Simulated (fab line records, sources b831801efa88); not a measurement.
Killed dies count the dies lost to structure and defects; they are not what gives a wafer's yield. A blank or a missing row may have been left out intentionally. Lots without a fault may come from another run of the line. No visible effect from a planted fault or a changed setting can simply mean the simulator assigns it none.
Chamber matching || flow sky130 || 4 sister chambers for SKY_VIA1_CMP_02 on cmp-02
The step polishes SiO2. 4 wafers are shown with their chamber, then 12 later ones without.

== WAFERS PAIRED WITH THEIR CHAMBERS ==
{"wafer": "L083.2", "chamber": 2, "motor-current-A (A)": 11.6}
{"wafer": "L083.6", "chamber": 3, "motor-current-A (A)": 9.6}
{"wafer": "L088.5", "chamber": 1, "motor-current-A (A)": 12.0}
{"wafer": "L088.6", "chamber": 0, "motor-current-A (A)": 12.3}

== WAFERS WITH NO CHAMBER GIVEN ==
{"wafer": "L092.1", "motor-current-A (A)": 11.8}
{"wafer": "L092.2", "motor-current-A (A)": 12.1}
{"wafer": "L092.5", "motor-current-A (A)": 11.3}
{"wafer": "L090.3", "motor-current-A (A)": 11.7}
{"wafer": "L090.4", "motor-current-A (A)": 11.9}
{"wafer": "L090.6", "motor-current-A (A)": 9.8}
{"wafer": "L093.1", "motor-current-A (A)": 12.3}
{"wafer": "L093.3", "motor-current-A (A)": 10.6}
{"wafer": "L093.4", "motor-current-A (A)": 12.4}
{"wafer": "L095.2", "motor-current-A (A)": 10.2}
{"wafer": "L095.4", "motor-current-A (A)": 11.1}
{"wafer": "L095.6", "motor-current-A (A)": 11.7}

== WHICH CHAMBER EACH WENT THROUGH ==
{"wafer": "L092.1", "from the rows above": "can't be placed: 1 or 2 or 0", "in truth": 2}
{"wafer": "L092.2", "from the rows above": "can't be placed: 1 or 0 or 2", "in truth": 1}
{"wafer": "L092.5", "from the rows above": "can't be placed: 2 or 1 or 0", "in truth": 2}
{"wafer": "L090.3", "from the rows above": "can't be placed: 2 or 1 or 0", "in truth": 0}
{"wafer": "L090.4", "from the rows above": "can't be placed: 1 or 2 or 0", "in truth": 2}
{"wafer": "L090.6", "from the rows above": 3, "in truth": 3}
{"wafer": "L093.1", "from the rows above": "can't be placed: 0 or 1 or 2", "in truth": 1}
{"wafer": "L093.3", "from the rows above": "can't be placed: 2 or 3 or 1 or 0", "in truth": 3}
{"wafer": "L093.4", "from the rows above": "can't be placed: 0 or 1 or 2", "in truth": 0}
{"wafer": "L095.2", "from the rows above": 3, "in truth": 3}
{"wafer": "L095.4", "from the rows above": "can't be placed: 2 or 1 or 0", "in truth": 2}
{"wafer": "L095.6", "from the rows above": "can't be placed: 2 or 1 or 0", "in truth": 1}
2 of 12 placed correctly. Unplaceable from these rows: 10, with the true chamber sitting among the candidates in 10. Number placed wrongly: 0.
How it was worked out, from the rows above alone: a wafer's distance from a chamber is the root of the sum, over the readings, of the square of ((its reading less the chamber's mean) divided by the reading's scatter). The wafer belongs to the nearest chamber; if the next one is less than 2 further off, it can't be placed. The mean given for a chamber averages the wafers shown for that chamber. The scatter: root of mean squared gap, hidden wafer to nearest shown wafer, with one shown wafer a chamber.
